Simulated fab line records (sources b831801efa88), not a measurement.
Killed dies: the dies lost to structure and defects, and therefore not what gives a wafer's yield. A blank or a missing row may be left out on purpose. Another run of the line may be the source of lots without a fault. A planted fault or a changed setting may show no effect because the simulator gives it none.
One fault seen from 2 desks | flow sky130 | every desk sees just its own numbers, and what lay behind them comes last

THE METROLOGY DESK
Means of the sampled wafers that have a number, per lot and without regard to the tool the lot ran on: this is what the gauges read. A lot is out of limits, marked OUT, if its mean lies more than 4 standard deviations from the usual mean; the brackets give that distance.
Columns: A = LDD_N_OVL at SKY_LDD_N_OVL_MEAS_07, usual 1.4 nm; B = LDD_HVP_TW at SKY_LDD_HVP_TW_MEAS_10, usual 456
lot  | first seen here | A   | B
L778 | day 17 21:37    | 1.4 | 450
L779 | day 18 05:32    | 0.9 | 452
L781 | day 18 19:51    | 2.6 | 451
L789 | day 21 20:55    | 2.3 | 483 (+5.6) OUT
L790 | day 22 08:58    | 0.3 | 478 (+4.5) OUT
L795 | day 24 00:53    | 2.8 | 463
L796 | day 24 11:39    | 0.6 | 456
L797 | day 24 21:35    | 0.0 | 457
L798 | day 24 23:59    | 0.8 | 458
L799 | day 25 09:43    | 1.2 | 452
L800 | day 25 20:49    | 0.3 | 465
Per this desk, out of limits: L789, L790; the first was L789, day 25 15:58 (LDD_HVP_TW at SKY_LDD_HVP_TW_MEAS_10). L778, L779, L781, L795, L796, L797, L798, L799, L800 stayed within limits.

THE TOOL OWNER'S DESK: implanter-03
For each lot that ran on this tool, the mean over its sampled wafers that have a number, from the tool's own readings at SKY_LDD_HVP_IMPLANT_08. A lot is out of limits, marked OUT, if its mean lies more than 4 standard deviations from the usual mean; the brackets give that distance.
Columns: A = beam-energy-keV at SKY_LDD_HVP_IMPLANT_08, usual 19.999
lot  | first seen here | A
L778 | day 21 18:47    | 20.002
L789 | day 25 15:44    | 25.268 (+99 or more) OUT
L790 | day 26 02:52    | 25.281 (+99 or more) OUT
L800 | day 29 10:13    | 20.003
This desk finds L789, L790 out of limits, L789 being first, at day 25 15:44 (beam-energy-keV at SKY_LDD_HVP_IMPLANT_08). L778, L800 stayed within limits.

ALL TOGETHER
An alarm could have come from the tool owner's desk at day 25 15:44, on L789, L790.
Metrology desk: alarm possible at day 25 15:58 on L789, L790.
The lots listed all ran SKY_LDD_HVP_IMPLANT_08 on implanter-03.

WHAT HAD BEEN PUT IN BY THE SIMULATOR
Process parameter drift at SKY_LDD_HVP_IMPLANT_08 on implanter-03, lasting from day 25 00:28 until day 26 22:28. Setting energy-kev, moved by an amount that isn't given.
Lots struck among those shown: L789, L790.
Counting hours from when the fault started, the first reading out of limits came at 15 for the tool owner's desk and at 15 for the metrology desk.
